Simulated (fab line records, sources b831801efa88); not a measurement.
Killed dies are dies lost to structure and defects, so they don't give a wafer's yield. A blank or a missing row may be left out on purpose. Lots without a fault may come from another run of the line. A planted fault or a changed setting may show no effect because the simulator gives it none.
Problem report in the 8D (eight disciplines) form, filled by code | flow sky130 | the parts of the form that need people (team, actions taken, sign-off) are left out

1. THE PROBLEM
POLY_GATE_OXIDATION_THK at SKY_POLY_GATE_THK_MEAS_21 reads a mean of 5.00 nm on 6 wafers of 2 lots; wafers without a fault read 3.99 nm with a standard deviation of 0.066. That is +15 standard deviations from the usual mean.
First seen on wafer L303.4, day 18 18:01, on film_metro-03. The record holds 33 wafers of 11 lots with a number at this step. Rule for "out", or "out of limits": more than 4 standard deviations from the usual mean. The other wafers with a number count as sound.

2. WHAT IT IS AND WHAT IT IS NOT
question                    | is                           | is not
which readings at this step | POLY_GATE_OXIDATION_THK      | -
which lots                  | L303, L304                   | L299, L301, L308, L311, L313, L314, L315, L316, L320
which wafers of those lots  | all that have a number       | -
read on which gauges        | film_metro-03, film_metro-04 | film_metro-01
when                        | from day 18 18:01            | up to then (6 sound wafers); but 21 sound wafers of L308, L311, L313, L314, L315, L316, L320 came after

3. SUSPECTS, AND WHAT RULES EACH OUT
Counting: a tool at a process step up to the reading stays a suspect if it ran every lot that is out and no sound lot after the first of them.
- the gauge at SKY_POLY_GATE_THK_MEAS_21: ruled out. The wafers that are out were read on 2 gauges (film_metro-03, film_metro-04).
- plasma_asher-03 at SKY_SONOS_ONO_STRIP_17 (strips in O2/N2): kept. It ran every lot that is out, first L303 (day 14 17:10), and no sound lot after that.
- furnace-02 at SKY_POLY_GATE_OXIDATION_20 (stabilise 600 s, purge 300 s, target thk 4 nm): ruled out as a lasting fault. Sound lots L315, L316, L320 ran on it after its first lot that is out, L303 (day 18 16:44).
Left after counting: plasma_asher-03 at SKY_SONOS_ONO_STRIP_17.

4. THE CAUSE (what the simulator had put in)
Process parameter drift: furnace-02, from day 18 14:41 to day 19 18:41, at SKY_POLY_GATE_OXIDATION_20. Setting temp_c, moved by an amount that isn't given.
Counting ruled it out, wrongly: the rule takes a fault to strike every lot that its tool runs from its start on, and this one did not.

5. THE CHAIN OF EFFECTS, in route order
Each row: a reading whose mean over the struck wafers that have a number lies more than 3 standard deviations from the usual. Only readings for which the record gives a usual standard deviation are gone through. hours: the time from each lot's start at the first step in this table that gives one to its start at this step, as a median over the lots. sigmas: the change in usual standard deviations.
hours | step                       | reading                 | usual   | on struck wafers | change | sigmas
0     | SKY_POLY_GATE_OXIDATION_20 | spike_tc_bottom_C       | 867.6 C | 887.1            | +19.5  | +11
0     | SKY_POLY_GATE_OXIDATION_20 | spike_tc_centre_C       | 850.7 C | 868.5            | +17.8  | +15
0     | SKY_POLY_GATE_OXIDATION_20 | spike_tc_lower_C        | 851.6 C | 870.3            | +18.7  | +19
0     | SKY_POLY_GATE_OXIDATION_20 | spike_tc_top_C          | 858.7 C | 875.2            | +16.5  | +6.6
0     | SKY_POLY_GATE_OXIDATION_20 | spike_tc_upper_C        | 849.9 C | 867.3            | +17.4  | +15
0     | SKY_POLY_GATE_OXIDATION_20 | tube_center_temp_C      | 850 C   | 869              | +19    | +99 or more
0     | SKY_POLY_GATE_OXIDATION_20 | tube_center_temp_C_max  | 852.2   | 870.9            | +18.7  | +53
1     | SKY_POLY_GATE_THK_MEAS_21  | POLY_GATE_OXIDATION_THK | 3.99 nm | 5.00             | +1.01  | +15
The process steps in it:
- SKY_POLY_GATE_OXIDATION_20: stabilise 600 s, purge 300 s, target thk 4 nm.

6. WHAT WOULD HAVE CAUGHT IT SOONER
In this record the first reading out of limits at a measuring or inspecting step was taken at day 18 18:01, 3 hours after the fault began at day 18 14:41.
The tool's own readings at SKY_POLY_GATE_OXIDATION_20 were out on every struck wafer that the step has a row for (spike_tc_bottom_C, spike_tc_centre_C, spike_tc_lower_C, spike_tc_top_C, spike_tc_upper_C, tube_center_temp_C, tube_center_temp_C_max): an alarm limit on them would have fired on the first of those.
